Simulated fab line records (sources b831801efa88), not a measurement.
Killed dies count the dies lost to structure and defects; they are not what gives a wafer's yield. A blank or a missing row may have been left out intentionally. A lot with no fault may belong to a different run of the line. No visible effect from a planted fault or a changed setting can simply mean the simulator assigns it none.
Matching of chambers    flow gf180mcu    GF_V4_CVD_00 on hdpcvd-02 has 3 sister chambers
The step deposits SiO2, target thk 600 nm, time 100 s. 18 wafers are shown with their chamber, then 9 later ones without.

WAFERS WITH THEIR CHAMBER
wafer   chamber  runLengthS (s)  pressureMtorr (mTorr)
L647.1  0        128.0           5.995
L647.2  1        128.1           5.981
L647.4  0        128.4           5.987
L648.2  2        127.7           5.993
L648.5  2        128.1           5.983
L648.6  0        128.0           5.999
L650.2  1        127.6           5.997
L650.5  1        127.8           6.005
L650.6  2        128.4           5.996
L651.1  1        127.4           5.989
L651.3  0        128.4           5.998
L651.6  1        128.3           6.004
L653.2  2        127.7           5.993
L653.4  2        128.2           5.984
L653.6  1        127.4           6.003
L665.2  2        127.7           5.998
L665.3  0        127.9           6.002
L665.5  1        127.6           6.011

SIGNATURES, as means of the wafers listed above
reading        chamber 0  chamber 1  chamber 2  scatter within a chamber
runLengthS     128.140    127.743    127.967    0.308
pressureMtorr  5.99620    5.99857    5.99117    0.00806
Rule: for each reading, subtract the chamber's mean from the wafer's reading, divide by that reading's scatter and square the result; add these up over the readings and take the root, which gives the wafer's distance from the chamber. The wafer belongs to the nearest chamber; if the next one is less than 2 further off, it can't be placed. How the scatter is found: for the shown wafers, subtract from each reading the mean of its chamber, square and add these, divide the total by (wafers less chambers), then take the root.

WAFERS WITH NO CHAMBER GIVEN
wafer   runLengthS (s)  pressureMtorr (mTorr)
L666.1  127.9           5.985
L666.3  128.0           5.992
L666.4  128.3           5.994
L668.2  127.6           6.007
L668.3  128.1           6.001
L668.5  127.6           6.000
L670.1  128.2           6.001
L670.2  127.8           5.992
L670.6  127.7           5.997

CHAMBER TAKEN BY EACH
wafer   from the rows above           in truth
L666.1  can't be placed: 2 or 0 or 1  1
L666.3  can't be placed: 2 or 0 or 1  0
L666.4  can't be placed: 0 or 2 or 1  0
L668.2  can't be placed: 1 or 0 or 2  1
L668.3  can't be placed: 0 or 1 or 2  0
L668.5  can't be placed: 1 or 2 or 0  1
L670.1  can't be placed: 0 or 2 or 1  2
L670.2  can't be placed: 2 or 1 or 0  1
L670.6  can't be placed: 1 or 2 or 0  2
0 of 9 placed correctly. Can't be placed from these rows: 9 (the true chamber is among the candidates in 9). Placed wrongly: 0.
